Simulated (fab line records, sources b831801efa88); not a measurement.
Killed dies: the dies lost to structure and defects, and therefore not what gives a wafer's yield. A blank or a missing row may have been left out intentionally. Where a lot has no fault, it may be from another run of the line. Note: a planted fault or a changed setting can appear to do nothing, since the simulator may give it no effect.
fab line records	flow sky130
record lots=13	wafers=39	last-day=51
route steps=708 shown POLY_GATE@228 LDD_HVP@284 PAD_OPEN@708
lots that met no fault: from a run of the same line without faults
start-h: hours from the record's opening day to when the first of the lot's shown wafers began	wait-h: hours elapsed since this lot's preceding step	" unchanged from the row above	L1.1+2: one row covering several wafers at once	- no value, or no start was given	* or withheld: withheld	< > ~ a bound
route shown NAME@n: a module of which the file shows steps, and the number in the route of the first	usual: mean/standard deviation taken from wafers without a fault	same: alike in all rows	chamber/n: place in a boat	sites: each site's reading	_std_site: how widely they spread, as a standard deviation	_edge_site: inner sites' mean taken away from outer sites' mean	radius-mm: for every site, how far away it sits from the centre of the wafer	mask NAME#n: copy n	behind: the tool/chamber that last shaped the wafer	hold: why the lot was held/for how many hours/how that ended	device: transistor that didn't switch, given as n, p or np	end of line: the route-end tests of the same wafers	where a step has no rows: the recipe by itself	killed: dies that structure and defects cost at the first sort, which is not the same as the wafer's yield	map: a wafer's dies, x killed, . not, _ none there
set.NAME: the setting the step ran with; set.NAME@STEP: the setting that earlier step ran with	model.NAME: the simulator's own value behind a step, which no gauge read
route steps across a sampled set of lots; one table per step, one row per wafer
services: a tool's chamber out of use, with start hour (start-h, from the record's first day; less than 0 if before it), hours out, and reason
## steps
# step SKY_POLY_GATE_OVL_MEAS_14
# usual POLY_GATE_OVL=3/5.6
lot.wafer	tool	chamber	start-h	wait-h	POLY_GATE_OVL[nm]
L370.2	overlay-01	-	381.28	0.1	8
L370.4	"	-	"	"	14
L370.5	"	-	"	"	0
L371.1	overlay-01	-	395.97	0.1	5
L371.3	"	-	"	"	10
L371.4	"	-	"	"	9
L372.1	overlay-01	-	399.34	0.1	-3
L372.4	"	-	"	"	-10
L372.6	"	-	"	"	-7
L373.1	overlay-01	-	406.72	0.1	10
L373.2	"	-	"	"	3
L373.6	"	-	"	"	3
L375.4	overlay-02	-	423.21	0.1	0
L375.5	"	-	"	"	-1
L375.6	"	-	"	"	2
L376.3	overlay-02	-	431.45	0.1	3
L376.5	"	-	"	"	11
L376.6	"	-	"	"	7
L377.3	overlay-01	-	447.85	0.1	7
L377.4	"	-	"	"	-8
L377.6	"	-	"	"	-3
L378.1	overlay-01	-	455.52	0.1	2
L378.2	"	-	"	"	-3
L378.3	"	-	"	"	3
L381.1	overlay-02	-	482.42	0.1	9
L381.2	"	-	"	"	3
L381.3	"	-	"	"	14
L385.2	overlay-01	-	513.97	0.1	1
L385.3	"	-	"	"	-6
L385.6	"	-	"	"	-1
L390.1	overlay-02	-	556.37	0.1	-4
L390.2	"	-	"	"	-1
L390.3	"	-	"	"	0
L391.1	overlay-01	-	567.19	0.1	2
L391.4	"	-	"	"	10
L391.6	"	-	"	"	14
L392.3	overlay-02	-	569.35	0.1	13
L392.5	"	-	"	"	10
L392.6	"	-	"	"	4
# step SKY_POLY_GATE_ETCH_16
# recipe stop-on=poly-Si	chemistry=CH3F/O2	target=Si3N4	source-w=400	bias-w=80	pressure-mtorr=25	ch3f-flow-sccm=40	O2_flow_sccm=30	time-s=147.5	target-depth-a=750
# usual drypump-motor-current-A=5.6/0.53	oes-product-au=0.642/0.0052	throttle-valve-pct=10.536/0.0087
lot.wafer	tool	chamber	start-h	wait-h	drypump-motor-current-A	oes-product-au	rf-hours-counter-h	throttle-valve-pct
L370.2	rie-diel-02	0	381.39	0.0	5.5	0.642	10	10.535
L370.4	"	1	"	"	5.2	0.637	7	10.521
L370.5	"	2	"	"	5.7	0.643	-	10.535
L371.1	rie-diel-01	1	396.09	0.0	6.6	0.642	85	10.531
L371.3	"	3	"	"	5.3	0.643	4	10.546
L371.4	"	3	"	"	5.2	0.648	-	10.534
L372.1	rie-diel-02	3	399.46	0.0	5.9	0.649	43	10.533
L372.4	"	1	"	"	5.3	0.633	7	10.525
L372.6	"	0	"	"	5.6	0.639	-	10.542
L373.1	rie-diel-02	3	406.84	0.0	5.9	0.641	44	10.534
L373.2	"	1	"	"	5.3	0.649	7	10.540
L373.6	"	1	"	"	5.3	0.640	-	10.540
L375.4	rie-diel-01	0	423.31	0.0	5.9	0.646	1	10.541
L375.5	"	2	"	"	4.8	0.642	-	10.523
L375.6	"	3	"	"	5.2	0.641	-	10.541
L376.3	rie-diel-02	3	431.56	0.0	5.9	0.636	44	10.546
L376.5	"	2	"	"	5.7	0.652	-	10.538
L376.6	"	1	"	"	5.3	0.644	-	10.526
L377.3	rie-diel-02	0	447.96	0.0	5.5	0.645	11	10.525
L377.4	"	2	"	"	5.8	0.633	96	10.523
L377.6	"	2	"	"	5.7	0.638	-	10.528
L378.1	rie-diel-01	1	455.64	0.0	6.6	0.642	87	10.523
L378.2	"	2	"	"	4.8	0.639	49	10.525
L378.3	"	3	"	"	5.3	0.644	5	10.546
L381.1	rie-diel-02	1	482.53	0.0	5.3	0.643	9	10.541
L381.2	"	3	"	"	5.9	0.643	45	10.549
L381.3	"	0	"	"	5.6	0.640	11	10.542
L385.2	rie-diel-04	2	514.08	0.0	4.9	0.632	9	10.538
L385.3	"	1	"	"	5.9	0.633	12	10.544
L385.6	"	0	"	"	6.2	0.642	-	10.532
L390.1	rie-diel-01	3	556.48	0.0	5.3	0.635	7	10.530
L390.2	"	2	"	"	4.8	0.636	51	10.531
L390.3	"	1	"	"	6.6	0.649	0	10.539
L391.1	rie-diel-01	3	567.31	0.0	5.3	0.653	8	10.527
L391.4	"	1	"	"	6.6	0.650	0	10.533
L391.6	"	3	"	"	5.2	0.649	-	10.525
L392.3	rie-diel-01	2	569.46	0.0	4.8	0.650	51	10.551
L392.5	"	2	"	"	4.8	0.640	-	10.534
L392.6	"	1	"	"	6.6	0.638	-	10.516
# step SKY_POLY_GATE_CD_MEAS_22
# usual cd-nm=150.1/2.3
lot.wafer	tool	chamber	start-h	wait-h	cd-nm
L370.2	cd-sem-01	-	384.39	0.1	148.6
L370.4	"	-	"	"	149.3
L370.5	"	-	"	"	150.7
L371.1	cd-sem-01	-	397.99	0.1	148.6
L371.3	"	-	"	"	145.2
L371.4	"	-	"	"	146.4
L372.1	cd-sem-01	-	401.07	0.1	152.4
L372.4	"	-	"	"	150.5
L372.6	"	-	"	"	150.3
L373.1	cd-sem-01	-	410.97	0.1	150.2
L373.2	"	-	"	"	151.3
L373.6	"	-	"	"	149.7
L375.4	cd-sem-02	-	426.14	0.1	144.2
L375.5	"	-	"	"	142.9
L375.6	"	-	"	"	145.0
L376.3	cd-sem-02	-	436.02	0.1	153.9
L376.5	"	-	"	"	155.1
L376.6	"	-	"	"	153.1
L377.3	cd-sem-02	-	452.61	0.1	151.2
L377.4	"	-	"	"	153.6
L377.6	"	-	"	"	152.8
L378.1	cd-sem-01	-	460.74	0.1	150.6
L378.2	"	-	"	"	150.4
L378.3	"	-	"	"	148.9
L381.1	cd-sem-02	-	484.34	0.2	148.0
L381.2	"	-	"	"	153.2
L381.3	"	-	"	"	151.8
L385.2	cd-sem-01	-	515.78	0.1	151.7
L385.3	"	-	"	"	152.3
L385.6	"	-	"	"	150.2
L390.1	cd-sem-01	-	558.10	0.1	149.4
L390.2	"	-	"	"	149.3
L390.3	"	-	"	"	150.2
L391.1	cd-sem-01	-	568.92	0.1	149.9
L391.4	"	-	"	"	152.2
L391.6	"	-	"	"	148.9
L392.3	cd-sem-02	-	571.91	0.1	152.1
L392.5	"	-	"	"	153.4
L392.6	"	-	"	"	151.4
# step SKY_LDD_HVP_DEVELOP_06
# recipe resist=NOVOLAK	developer=TMAH	develop-time-s=60	dev-temp-c=23
# usual developer-temp-C=23.00/0.11
lot.wafer	tool	chamber	start-h	wait-h	developer-temp-C
L370.2	litho-track-02	0	508.94	0.1	22.78
L370.4	"	0	"	"	22.78
L370.5	"	0	"	"	22.98
L371.1	litho-track-02	0	523.02	0.1	23.00
L371.3	"	0	"	"	23.20
L371.4	"	0	"	"	23.05
L372.1	litho-track-01	0	526.05	0.1	23.02
L372.4	"	0	"	"	22.97
L372.6	"	0	"	"	22.94
L373.1	litho-track-04	0	536.20	0.1	22.95
L373.2	"	0	"	"	23.12
L373.6	"	0	"	"	23.21
L375.4	litho-track-02	0	551.99	0.1	22.91
L375.5	"	0	"	"	22.97
L375.6	"	0	"	"	22.92
L376.3	litho-track-02	0	561.02	0.1	23.15
L376.5	"	0	"	"	23.14
L376.6	"	0	"	"	23.15
L377.3	litho-track-01	0	576.70	0.1	22.95
L377.4	"	0	"	"	22.86
L377.6	"	0	"	"	22.97
L378.1	litho-track-02	0	585.02	0.1	23.18
L378.2	"	0	"	"	23.18
L378.3	"	0	"	"	23.05
L381.1	litho-track-02	0	608.32	0.1	23.94
L381.2	"	0	"	"	23.84
L381.3	"	0	"	"	23.97
L385.2	litho-track-02	0	639.54	0.1	24.05
L385.3	"	0	"	"	23.77
L385.6	"	0	"	"	23.74
L390.1	litho-track-01	0	678.45	0.1	22.94
L390.2	"	0	"	"	22.97
L390.3	"	0	"	"	22.99
L391.1	litho-track-02	0	689.32	0.1	22.88
L391.4	"	0	"	"	23.06
L391.6	"	0	"	"	23.04
L392.3	litho-track-01	0	692.10	0.1	23.04
L392.5	"	0	"	"	23.00
L392.6	"	0	"	"	23.08
# step SKY_PAD_OPEN_PROBE_99
# usual killed_at_M0_to_M3=43/7.3	killed_at_M4_up=3.4/2.1	killed-at-contacts=24/5.9	killed-at-front-end=14/4	killed-at-other=0.3/0.54	killed-dies=85/10	killed-open=46/7.7	killed-short=38/6
# same gross-dies=492	killed-at-back-side=0
lot.wafer	tool	chamber	start-h	wait-h	killed_at_M0_to_M3	killed_at_M4_up	killed-at-contacts	killed-at-front-end	killed-at-other	killed-dies	killed-open	killed-short
L371.1	prober-02	-	1107.57	0.1	49	1	19	21	0	90	48	42
L371.3	prober-02	-	1107.67	0.2	41	6	19	12	0	78	44	34
L371.4	prober-02	-	1107.72	0.2	45	5	29	13	0	92	53	39
L375.4	prober-01	-	1128.37	0.2	41	8	18	11	0	78	51	27
L375.5	prober-01	-	1128.42	0.2	35	2	17	16	0	70	38	32
L375.6	prober-01	-	1128.47	0.2	51	4	22	8	0	85	51	34
L376.3	prober-02	-	1130.12	0.2	45	2	36	8	2	93	50	43
L376.5	prober-02	-	1130.22	0.2	45	4	24	9	1	83	46	37
L376.6	prober-02	-	1130.27	0.2	49	3	24	27	0	103	49	54
L377.3	prober-01	-	1144.42	0.2	42	2	27	12	0	83	50	33
L377.4	prober-01	-	1144.47	0.2	55	1	20	14	0	90	49	41
L377.6	prober-01	-	1144.57	0.2	36	4	15	18	0	73	38	35
L381.1	prober-01	-	1164.12	0.1	43	0	22	17	0	82	47	35
L381.2	prober-01	-	1164.17	0.1	43	4	17	19	2	85	46	37
L381.3	prober-01	-	1164.22	0.2	29	4	18	11	0	62	38	24
L385.2	prober-01	-	1183.99	0.1	52	7	23	22	0	104	54	49
L385.3	prober-01	-	1184.04	0.2	44	3	19	16	0	82	36	45
L385.6	prober-01	-	1184.19	0.2	41	5	34	14	0	94	53	41
L390.1	prober-02	-	1206.04	0.1	33	1	21	14	0	69	34	35
L390.2	prober-02	-	1206.09	0.1	48	2	26	16	0	92	40	50
L390.3	prober-02	-	1206.14	0.2	50	7	20	7	1	85	46	37
L391.1	prober-01	-	1210.49	0.1	35	4	21	9	1	70	28	41
L391.4	prober-01	-	1210.64	0.2	37	8	16	17	0	78	43	34
L391.6	prober-01	-	1210.74	0.2	40	2	30	10	0	82	46	35
# killed by level:class
L371.1 VIA1:geometric-particle:open=13 CONTACT:geometric-particle:open=9 VIA1:geometric-particle:short=7 FIELD_ISO:geometric-particle:short=6 POLY_GATE:geometric-particle:short=6 VIA3:geometric-particle:open=6 METAL1:geometric-particle:short=5 METAL2:geometric-particle:short=5
L371.3 VIA2:geometric-particle:open=9 LI_CONTACT:geometric-particle:open=8 CONTACT:geometric-particle:open=7 VIA1:geometric-particle:short=7 FIELD_ISO:geometric-particle:short=5 VIA1:geometric-particle:open=5 VIA3:geometric-particle:short=5 VIA3:geometric-particle:open=5
L371.4 VIA1:geometric-particle:open=16 VIA3:geometric-particle:open=8 LI_CONTACT:geometric-particle:open=8 CONTACT:geometric-particle:open=7 METAL2:geometric-particle:short=7 CONTACT:geometric-particle:short=5 POLY_GATE:geometric-particle:open=4 LOCAL_INTERCONNECT:geometric-particle:short=4
L375.4 VIA1:geometric-particle:open=12 VIA3:geometric-particle:open=10 LI_CONTACT:geometric-particle:open=9 METAL4:geometric-particle:short=6 METAL2:geometric-particle:short=5 FIELD_ISO:geometric-particle:open=4 FIELD_ISO:geometric-particle:short=3 POLY_GATE:geometric-particle:open=3
L375.5 VIA3:geometric-particle:open=7 VIA2:geometric-particle:open=7 FIELD_ISO:geometric-particle:open=6 CONTACT:geometric-particle:open=5 VIA1:geometric-particle:short=5 POLY_GATE:geometric-particle:short=4 LI_CONTACT:geometric-particle:open=4 LI_CONTACT:geometric-particle:short=3
L375.6 VIA1:geometric-particle:open=13 CONTACT:geometric-particle:open=8 VIA3:geometric-particle:open=7 VIA2:geometric-particle:open=6 METAL2:geometric-particle:short=6 VIA3:geometric-particle:short=6 CONTACT:geometric-particle:short=5 METAL1:geometric-particle:open=4
L376.3 VIA1:geometric-particle:open=13 CONTACT:geometric-particle:open=11 VIA3:geometric-particle:open=8 LI_CONTACT:geometric-particle:open=7 LOCAL_INTERCONNECT:geometric-particle:short=7 METAL2:geometric-particle:short=6 METAL3:geometric-particle:short=6 CONTACT:geometric-particle:short=6
L376.5 CONTACT:geometric-particle:open=9 LI_CONTACT:geometric-particle:open=8 VIA1:geometric-particle:open=7 VIA3:geometric-particle:open=7 VIA2:geometric-particle:open=6 METAL2:geometric-particle:short=5 METAL1:geometric-particle:short=5 CONTACT:geometric-particle:short=4
L376.6 VIA1:geometric-particle:open=11 CONTACT:geometric-particle:open=10 FIELD_ISO:geometric-particle:open=7 METAL1:geometric-particle:short=7 FIELD_ISO:geometric-particle:short=6 CONTACT:geometric-particle:short=6 VIA1:geometric-particle:short=6 POLY_GATE:geometric-particle:short=5
L377.3 LI_CONTACT:geometric-particle:open=11 VIA1:geometric-particle:open=11 CONTACT:geometric-particle:open=7 POLY_GATE:geometric-particle:open=6 METAL1:geometric-particle:short=6 VIA2:geometric-particle:open=5 METAL2:geometric-particle:short=4 VIA2:geometric-particle:short=4
L377.4 VIA1:geometric-particle:open=14 CONTACT:geometric-particle:open=10 METAL1:geometric-particle:short=7 FIELD_ISO:geometric-particle:open=6 VIA1:geometric-particle:short=6 VIA2:geometric-particle:open=6 FIELD_ISO:geometric-particle:short=5 VIA3:geometric-particle:short=5
L377.6 VIA1:geometric-particle:open=12 VIA2:geometric-particle:open=7 POLY_GATE:geometric-particle:short=6 CONTACT:geometric-particle:open=6 CONTACT:geometric-particle:short=5 FIELD_ISO:geometric-particle:open=3 VIA1:geometric-particle:short=3 METAL2:geometric-particle:short=3
L381.1 VIA1:geometric-particle:open=12 LI_CONTACT:geometric-particle:open=7 CONTACT:geometric-particle:open=7 VIA1:geometric-particle:short=6 POLY_GATE:geometric-particle:open=5 METAL1:geometric-particle:short=5 FIELD_ISO:geometric-particle:short=4 LOCAL_INTERCONNECT:geometric-particle:short=4
L381.2 VIA1:geometric-particle:open=9 POLY_GATE:geometric-particle:short=7 VIA2:geometric-particle:open=7 FIELD_ISO:geometric-particle:open=6 LI_CONTACT:geometric-particle:open=6 VIA3:geometric-particle:open=6 LOCAL_INTERCONNECT:geometric-particle:short=5 METAL2:geometric-particle:short=5
L381.3 CONTACT:geometric-particle:open=9 VIA2:geometric-particle:open=9 LI_CONTACT:geometric-particle:open=5 POLY_GATE:geometric-particle:open=4 VIA1:geometric-particle:short=4 VIA1:geometric-particle:open=4 VIA3:geometric-particle:open=4 METAL4:geometric-particle:short=4
L385.2 METAL2:geometric-particle:short=10 VIA3:geometric-particle:open=9 FIELD_ISO:geometric-particle:short=8 LI_CONTACT:geometric-particle:open=7 CONTACT:geometric-particle:open=7 VIA1:geometric-particle:open=6 VIA1:geometric-particle:short=5 METAL2:geometric-particle:open=5
L385.3 VIA1:geometric-particle:open=12 CONTACT:geometric-particle:short=6 CONTACT:geometric-particle:open=6 METAL1:geometric-particle:short=6 METAL3:geometric-particle:short=5 FIELD_ISO:geometric-particle:open=4 METAL2:geometric-particle:short=4 POLY_GATE:geometric-particle:short=4
L385.6 VIA1:geometric-particle:open=13 CONTACT:geometric-particle:open=12 CONTACT:geometric-particle:short=9 LI_CONTACT:geometric-particle:open=6 METAL1:geometric-particle:short=6 VIA3:geometric-particle:open=6 METAL4:geometric-particle:short=5 FIELD_ISO:geometric-particle:open=4
L390.1 CONTACT:geometric-particle:open=9 LOCAL_INTERCONNECT:geometric-particle:short=5 METAL1:geometric-particle:short=5 VIA1:geometric-particle:open=5 METAL2:geometric-particle:short=4 LI_CONTACT:geometric-particle:open=4 VIA1:geometric-particle:short=4 FIELD_ISO:geometric-particle:short=3
L390.2 VIA1:geometric-particle:open=9 VIA1:geometric-particle:short=9 VIA2:geometric-particle:short=8 LI_CONTACT:geometric-particle:open=7 LI_CONTACT:geometric-particle:short=7 LOCAL_INTERCONNECT:geometric-particle:short=6 VIA2:geometric-particle:open=6 VIA3:geometric-particle:open=5
L390.3 VIA1:geometric-particle:open=12 VIA2:geometric-particle:open=9 VIA3:geometric-particle:open=8 LOCAL_INTERCONNECT:geometric-particle:short=7 METAL3:geometric-particle:short=6 CONTACT:geometric-particle:open=5 METAL4:geometric-particle:short=5 LI_CONTACT:geometric-particle:short=4
L391.1 CONTACT:geometric-particle:short=7 METAL1:geometric-particle:short=7 VIA1:geometric-particle:open=6 METAL2:geometric-particle:short=5 POLY_GATE:geometric-particle:short=4 LI_CONTACT:geometric-particle:open=4 VIA2:geometric-particle:short=4 VIA2:geometric-particle:open=4
L391.4 VIA1:geometric-particle:open=7 VIA3:geometric-particle:open=7 CONTACT:geometric-particle:open=6 METAL4:geometric-particle:short=6 METAL1:geometric-particle:short=5 VIA2:geometric-particle:open=5 FIELD_ISO:geometric-particle:open=4 LOCAL_INTERCONNECT:geometric-particle:short=4
L391.6 LI_CONTACT:geometric-particle:open=8 CONTACT:geometric-particle:short=8 CONTACT:geometric-particle:open=7 VIA2:geometric-particle:open=6 VIA3:geometric-particle:open=6 VIA1:geometric-particle:open=5 POLY_GATE:geometric-particle:open=4 METAL1:geometric-particle:short=4
## services
tool	chamber	start-h	hours	kind
rie-diel-02	2	367.13	4.6	repair
rie-diel-01	2	390.29	5.9	repair
rie-diel-04	1	396.26	3.8	repair
rie-diel-02	0	413.62	27.2	repair
rie-diel-04	3	438.51	34.4	repair
rie-diel-02	0	467.01	11.8	repair
rie-diel-02	-	475.06	0.1	repair
rie-diel-02	-	477.81	0.2	repair
rie-diel-01	-	489.00	0.3	repair
rie-diel-01	-	503.42	28.1	pm
rie-diel-04	-	551.15	1.1	repair
rie-diel-01	-	551.27	1.0	repair
rie-diel-04	2	565.70	3.6	repair
rie-diel-04	1	568.77	4.8	repair
rie-diel-04	-	582.98	0.1	repair
rie-diel-04	2	585.37	18.7	repair
rie-diel-01	1	586.29	14.3	repair
rie-diel-04	1	587.08	3.4	repair
rie-diel-02	-	605.93	1.1	repair
rie-diel-01	3	628.62	23.3	repair
rie-diel-01	2	646.05	2.6	repair
rie-diel-01	-	649.44	39.9	repair
rie-diel-01	2	657.35	2.8	repair
rie-diel-01	3	668.01	6.1	repair
## key
first-sign step=SKY_LDD_HVP_DEVELOP_06	reading=developer-temp-C	direction=up	sigmas=8.2	usual=*	struck=*
effect none on later readings
met-at SKY_LDD_HVP_DEVELOP_06
struck-lots L381,L385
tester-left-out L381,L385
not-acting-at SKY_POLY_GATE_OVL_MEAS_14,SKY_POLY_GATE_ETCH_16,SKY_POLY_GATE_CD_MEAS_22
onset-between 585.02 608.32
fault kind=process-parameter-drift	tool=litho-track-02	chamber=-	onset-h=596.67	steps=SKY_LDD_HVP_DEVELOP_06	channel=dev-temp-c	offset=*	shape=step	end-h=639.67	acts-in=*	stated=*
# tester-left-out: of these lots the tester's yield and bins aren't shown, on N5 and GAA mostly nor the transistor test; their killed dies are dies lost to structure and defects alone, not to doping, threshold or leakage, so they don't give the yield
